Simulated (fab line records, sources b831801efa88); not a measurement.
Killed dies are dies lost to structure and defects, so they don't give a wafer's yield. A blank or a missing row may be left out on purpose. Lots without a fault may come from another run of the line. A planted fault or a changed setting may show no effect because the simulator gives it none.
Which tool did it? | flow gf180mcu | 7 lots, 21 wafers sampled, at 3 steps of a route of 602

WHAT THE GAUGES READ, wafer by wafer
GF_MVPSD_TW_MEAS_11.
lot  | measured     | on            | MVPSD_TW
L113 | day 5 06:34  | film_metro-03 | 557 557 559
L116 | day 6 00:08  | film_metro-02 | 554 554 552
L119 | day 6 21:56  | film_metro-02 | 553 553 551
L122 | day 7 14:08  | film_metro-02 | 552 550 551
L125 | day 8 06:35  | film_metro-03 | 326 327 327
L127 | day 8 18:14  | film_metro-02 | 319 319 320
L133 | day 10 04:08 | film_metro-01 | 556 554 554

WHICH TOOL RAN EACH LOT (tool, then ch and the chambers of the sampled wafers, then the start)
lot  | GF_NWELL_STRIP_10                   | GF_MVPSD_IMPLANT_08
L113 | plasma_asher-04 ch 0,1, day 3 13:01 | implanter-02 ch 0, day 5 06:12
L116 | plasma_asher-02 ch 0,1, day 4 05:28 | implanter-03 ch 0, day 5 23:44
L119 | plasma_asher-03 ch 0,1, day 4 23:50 | implanter-01 ch 0, day 6 21:32
L122 | plasma_asher-04 ch 0,1, day 5 14:35 | implanter-03 ch 0, day 7 13:44
L125 | plasma_asher-04 ch 0,1, day 6 06:37 | implanter-02, day 8 06:11
L127 | plasma_asher-02 ch 0,1, day 6 18:41 | implanter-02, day 8 17:50
L133 | plasma_asher-04 ch 0,1, day 8 01:02 | implanter-02 ch 0, day 10 03:44
- GF_NWELL_STRIP_10: strips in O2/N2.
- GF_MVPSD_IMPLANT_08

THE ANSWER, worked out from the rows above alone
Rule: what is usual is taken from the lots themselves. Put in order of their means at a reading, lots are off if they are a third of the lots or fewer, leave a main group of 4 or more, and stand apart from it by a gap of 3 or more times the standard deviation of the main group's means; of several such gaps the widest counts. A main group whose means are all the same, to the digits that the tables above print for the reading, isn't used. A lot without any number at a reading at which 4 lots or more have one is off too. The other lots that the step has rows for count as sound.
Off: L125, L127, at GF_MVPSD_TW_MEAS_11 (MVPSD_TW). The main group: mean 554, standard deviation 2.3.
A tool fits if, at a process step before that reading, it ran every lot that is off, and no sound lot after the first of them. The gauges at GF_MVPSD_TW_MEAS_11 are tried like those tools. None of those tried fits.

WHAT THE SIMULATOR HAD PUT IN
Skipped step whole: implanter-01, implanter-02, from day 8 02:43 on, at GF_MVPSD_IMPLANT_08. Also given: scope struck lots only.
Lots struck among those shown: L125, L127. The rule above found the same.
